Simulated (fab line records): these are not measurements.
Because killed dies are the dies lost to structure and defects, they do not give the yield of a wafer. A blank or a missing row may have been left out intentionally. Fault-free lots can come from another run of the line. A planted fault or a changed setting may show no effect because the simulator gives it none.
Which tool did it? + flow sfq-line + 14 lots, 40 wafers sampled, at 2 steps of a route of 325

WHAT THE GAUGES READ, wafer by wafer
SFQ_M1_RS_MEAS_909: the measuring method here is four-point-probe.
| lot  | measured     | on            | M1_NB_RS (ohm/sq) |
|------|--------------|---------------|-------------------|
| L977 | day 16 19:56 | film-metro-04 | 0.885 0.882 0.887 |
| L978 | day 17 00:46 | film-metro-04 | 0.885 0.884 0.889 |
| L979 | day 17 04:22 | film-metro-01 | 0.903 0.893 0.891 |
| L980 | day 17 15:18 | film-metro-03 | 0.905 0.897 0.896 |
| L984 | day 20 03:19 | film-metro-01 | 0.873 0.500       |
| L986 | day 20 15:49 | film-metro-03 | 0.503 0.892       |
| L988 | day 21 00:21 | film-metro-04 | 0.886 0.505 0.505 |
| L991 | day 21 03:46 | film-metro-01 | 0.884 0.884 0.880 |
| L993 | day 21 06:13 | film-metro-03 | 0.891 0.894 0.896 |
| L994 | day 21 07:32 | film-metro-01 | 0.868 0.857 0.873 |
| L996 | day 21 09:56 | film-metro-03 | 0.884 0.884 0.879 |
| L997 | day 21 10:57 | film-metro-01 | 0.904 0.911 0.898 |
| L999 | day 21 13:21 | film-metro-01 | 0.894 0.905 0.905 |
| L100 | day 21 14:45 | film-metro-03 | 0.877 0.880 0.887 |

WHICH TOOL RAN EACH LOT (tool, then ch and the chambers of the sampled wafers, then the start)
| lot  | SFQ_TRILAYER_M1_DEP_SPUTTER_037 |
|------|---------------------------------|
| L977 | pvd-sputter-05, day 16 19:51    |
| L978 | pvd-sputter-05, day 17 00:39    |
| L979 | pvd-sputter-05, day 17 04:16    |
| L980 | pvd-sputter-03, day 17 15:10    |
| L984 | pvd-sputter-05, day 20 03:13    |
| L986 | pvd-sputter-05, day 20 15:41    |
| L988 | pvd-sputter-05, day 21 00:14    |
| L991 | pvd-sputter-03, day 21 03:41    |
| L993 | pvd-sputter-04, day 21 06:05    |
| L994 | pvd-sputter-03, day 21 07:26    |
| L996 | pvd-sputter-04, day 21 09:50    |
| L997 | pvd-sputter-03, day 21 10:52    |
| L999 | pvd-sputter-04, day 21 13:16    |
| L100 | pvd-sputter-03, day 21 14:38    |
- SFQ_TRILAYER_M1_DEP_SPUTTER_037: material Nb, target thk 200 nm, time 133.3 s.

AS READ BY THE TOOLS THEMSELVES (means over the sampled wafers that have a number; for cases with no such wafer, the mark the record gives instead)
SFQ_TRILAYER_M1_DEP_SPUTTER_037.
| lot  | tool           | chamber-pressure-pa (Pa) | substrate-temp-c (C) | throttle-valve-pct (%) |
|------|----------------|--------------------------|----------------------|------------------------|
| L977 | pvd-sputter-05 | 0.1332                   | 19.98                | 29.4                   |
| L978 | pvd-sputter-05 | 0.1334                   | 20.00                | 29.3                   |
| L979 | pvd-sputter-05 | 0.1330                   | 20.02                | 29.3                   |
| L980 | pvd-sputter-03 | 0.1335                   | 20.09                | 29.9                   |
| L984 | pvd-sputter-05 | 0.1334                   | 20.14                | 29.0                   |
| L986 | pvd-sputter-05 | 0.1336                   | 20.04                | 29.0                   |
| L988 | pvd-sputter-05 | 0.1334                   | 19.94                | 29.5                   |
| L991 | pvd-sputter-03 | 0.1331                   | 19.96                | 29.5                   |
| L993 | pvd-sputter-04 | 0.1334                   | 19.91                | 30.9                   |
| L994 | pvd-sputter-03 | 0.1337                   | 20.04                | 30.1                   |
| L996 | pvd-sputter-04 | 0.1331                   | 20.10                | 30.8                   |
| L997 | pvd-sputter-03 | 0.1331                   | 20.00                | 29.9                   |
| L999 | pvd-sputter-04 | 0.1333                   | 20.10                | 30.9                   |
| L100 | pvd-sputter-03 | 0.1334                   | 20.08                | 30.0                   |

THE ANSWER, worked out from the rows above alone
Rule: what is usual is taken from the lots themselves. Put in order of their means at a reading, lots are off if they are a third of the lots or fewer, leave a main group of 4 or more, and stand apart from it by a gap of 3 or more times the standard deviation of the main group's means; of several such gaps the widest counts. A main group is skipped when, at the precision printed for the reading in the tables above, its means are all equal. Also off: a lot with no number at a reading for which 4 or more lots have one. The other lots that the step has rows for count as sound. Order of review: gauges by route order, followed by the tools' own readings, for which a lot's mean as printed above is used. At the first step where some lot is off, the reading lying furthest off is the one used; lots without a number count as furthest.
Off: L984, L986, L988, at SFQ_M1_RS_MEAS_909 (M1_NB_RS). The main group: mean 0.889 ohm/sq, standard deviation 0.011.
If a tool, at a process step before that reading, ran all the lots that are off and no sound lot after the first of them, it fits. Gauges at SFQ_M1_RS_MEAS_909: tried the same way as those tools. One fits: pvd-sputter-05 at SFQ_TRILAYER_M1_DEP_SPUTTER_037. Its last sound lot is L979 (day 17 04:16), its first lot that is off L984 (day 20 03:13): a fault that began between those two fits.

WHAT THE SIMULATOR PUT IN
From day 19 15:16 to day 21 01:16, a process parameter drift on pvd-sputter-05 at SFQ_TRILAYER_M1_DEP_SPUTTER_037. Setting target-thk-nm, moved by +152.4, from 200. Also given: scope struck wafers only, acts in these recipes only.
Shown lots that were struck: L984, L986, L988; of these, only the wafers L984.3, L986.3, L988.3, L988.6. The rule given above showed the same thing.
